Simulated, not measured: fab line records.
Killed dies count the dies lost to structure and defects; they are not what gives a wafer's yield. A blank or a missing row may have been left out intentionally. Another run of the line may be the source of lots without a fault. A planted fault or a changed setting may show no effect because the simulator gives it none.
Chamber matching	flow sfqLine	SFQ_TRILAYER_I0_CMP_CMP_028 on cmp-02 has 4 sister chambers
The step polishes SiO2. 14 wafers are shown with their chamber, then 7 later ones without.

WAFERS PAIRED WITH THEIR CHAMBERS
wafer	chamber	motorCurrentA (A)	timeToEndpointS (s)	edgeZonePressureFrac
L815.1	1	10.0	200	0.989
L815.2	2	10.7	215	0.996
L815.3	0	9.7	214	1.004
L816.2	3	9.5	213	0.996
L816.3	1	10.2	210	1.009
L816.6	2	10.3	223	0.992
L820.3	2	10.8	231	0.996
L820.4	3	9.7	232	0.997
L820.6	2	10.7	240	0.998
L821.2	3	9.3	227	1.001
L821.4	2	10.5	237	1.005
L821.6	0	9.5	227	0.990
L823.4	0	9.6	210	0.991
L823.2	2	10.8	211	0.997

SIGNATURES, as means of the wafers listed above
reading	chamber 0	chamber 1	chamber 2	chamber 3	scatter within a chamber
motorCurrentA	9.600	10.100	10.633	9.500	0.177
timeToEndpointS	217.00	205.00	226.17	224.00	10.5
edgeZonePressureFrac	0.99500	0.99900	0.99733	0.99800	0.00654
Rule: a wafer's distance from a chamber is the root of the sum, over the readings, of the square of ((its reading less the chamber's mean) divided by the reading's scatter). If the next closest chamber is less than 2 further off than the closest, the wafer can't be placed; otherwise it belongs to the closest. The scatter is the square root of a quotient: the sum, over the shown wafers, of each reading's squared deviation from its chamber's mean, divided by wafers minus chambers.

WAFERS WHOSE CHAMBER IS MISSING
wafer	motorCurrentA (A)	timeToEndpointS (s)	edgeZonePressureFrac
L823.6	9.7	213	1.006
L826.1	10.1	198	0.995
L826.2	10.3	207	1.001
L826.5	9.8	213	0.995
L829.3	10.7	220	0.998
L829.2	9.6	213	0.995
L829.6	10.1	213	0.991

WHICH CHAMBER EACH WENT THROUGH
wafer	from the rows above	in truth
L823.6	can't be placed: 0 or 3 or 1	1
L826.1	1	1
L826.2	can't be placed: 1 or 2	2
L826.5	can't be placed: 0 or 1 or 3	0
L829.3	2	2
L829.2	can't be placed: 0 or 3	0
L829.6	can't be placed: 1 or 0 or 2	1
Correct placement for 2 of the 7. Can't be placed from these rows: 5 (the true chamber is among the candidates in 5). Wrongly placed: 0.
